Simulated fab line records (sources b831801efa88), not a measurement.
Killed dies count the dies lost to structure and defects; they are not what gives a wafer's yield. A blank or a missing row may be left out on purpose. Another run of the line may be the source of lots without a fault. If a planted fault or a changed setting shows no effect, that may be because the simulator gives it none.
Matching of chambers | flow gf180mcu | GF_V1_CMP_04 on cmp-02 has 4 sister chambers
The step polishes SiO2. 33 wafers are shown with their chamber, then 12 later ones without.

WAFERS, EACH WITH ITS CHAMBER
wafer  | chamber | motorCurrentA (A) | timeToEndpointS (s)
L074.1 | 1       | 11.9              | 79
L074.4 | 0       | 12.7              | 86
L074.6 | 2       | 10.0              | 79
L076.1 | 1       | 11.6              | 75
L076.4 | 2       | 10.3              | 79
L076.6 | 0       | 13.4              | 79
L077.1 | 2       | 10.3              | 75
L077.3 | 3       | 13.3              | 80
L077.4 | 0       | 13.3              | 86
L077.2 | 1       | 12.1              | 77
L077.5 | 3       | 14.6              | 82
L077.6 | 2       | 10.3              | 83
L079.3 | 2       | 10.7              | 82
L079.5 | 1       | 11.5              | 86
L079.6 | 2       | 11.0              | 90
L087.1 | 1       | 12.9              | 81
L087.5 | 3       | 13.7              | 83
L087.6 | 0       | 13.4              | 82
L089.3 | 1       | 12.5              | 81
L089.4 | 3       | 13.5              | 85
L089.6 | 0       | 14.1              | 83
L091.1 | 3       | 14.7              | 82
L091.3 | 1       | 12.5              | 75
L091.6 | 2       | 10.9              | 86
L091.2 | 0       | 13.4              | 80
L091.4 | 2       | 10.0              | 87
L091.5 | 1       | 11.6              | 85
L092.1 | 2       | 10.5              | 73
L092.2 | 3       | 14.4              | 75
L092.3 | 0       | 12.7              | 75
L092.4 | 1       | 12.7              | 79
L092.5 | 3       | 12.9              | 78
L092.6 | 2       | 11.0              | 82

SIGNATURES, as means of the wafers listed above
reading         | chamber 0 | chamber 1 | chamber 2 | chamber 3 | scatter within a chamber
motorCurrentA   | 13.286    | 12.144    | 10.500    | 13.871    | 0.52
timeToEndpointS | 81.57     | 79.78     | 81.60     | 80.71     | 4.3
Rule: a wafer's distance from a chamber is the root of the sum, over the readings, of the square of ((its reading less the chamber's mean) divided by the reading's scatter). The wafer belongs to the nearest chamber; if the next one is less than 2 further off, it can't be placed. The scatter is the square root of a quotient: the sum, over the shown wafers, of each reading's squared deviation from its chamber's mean, divided by wafers minus chambers.

WAFERS WITH NO CHAMBER GIVEN
wafer  | motorCurrentA (A) | timeToEndpointS (s)
L094.1 | 12.5              | 87
L094.2 | 13.8              | 85
L094.3 | 12.9              | 88
L093.1 | 14.7              | 76
L093.2 | 10.9              | 80
L093.6 | 10.6              | 82
L095.1 | 13.6              | 79
L095.4 | 10.8              | 79
L095.6 | 13.3              | 85
L097.1 | 13.6              | 85
L097.3 | 10.6              | 74
L097.4 | 13.7              | 85

WHICH CHAMBER EACH WENT THROUGH
wafer  | from the rows above          | in truth
L094.1 | can't be placed: 1 or 0 or 3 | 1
L094.2 | can't be placed: 3 or 0      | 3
L094.3 | can't be placed: 0 or 1 or 3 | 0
L093.1 | can't be placed: 3 or 0      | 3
L093.2 | can't be placed: 2 or 1      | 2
L093.6 | 2                            | 2
L095.1 | can't be placed: 3 or 0      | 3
L095.4 | can't be placed: 2 or 1      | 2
L095.6 | can't be placed: 0 or 3 or 1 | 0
L097.1 | can't be placed: 0 or 3      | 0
L097.3 | can't be placed: 2 or 1      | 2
L097.4 | can't be placed: 3 or 0      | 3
1 of 12 placed correctly. Not placeable from these rows: 11 (in 11, the candidates include the true chamber). Number placed wrongly: 0.
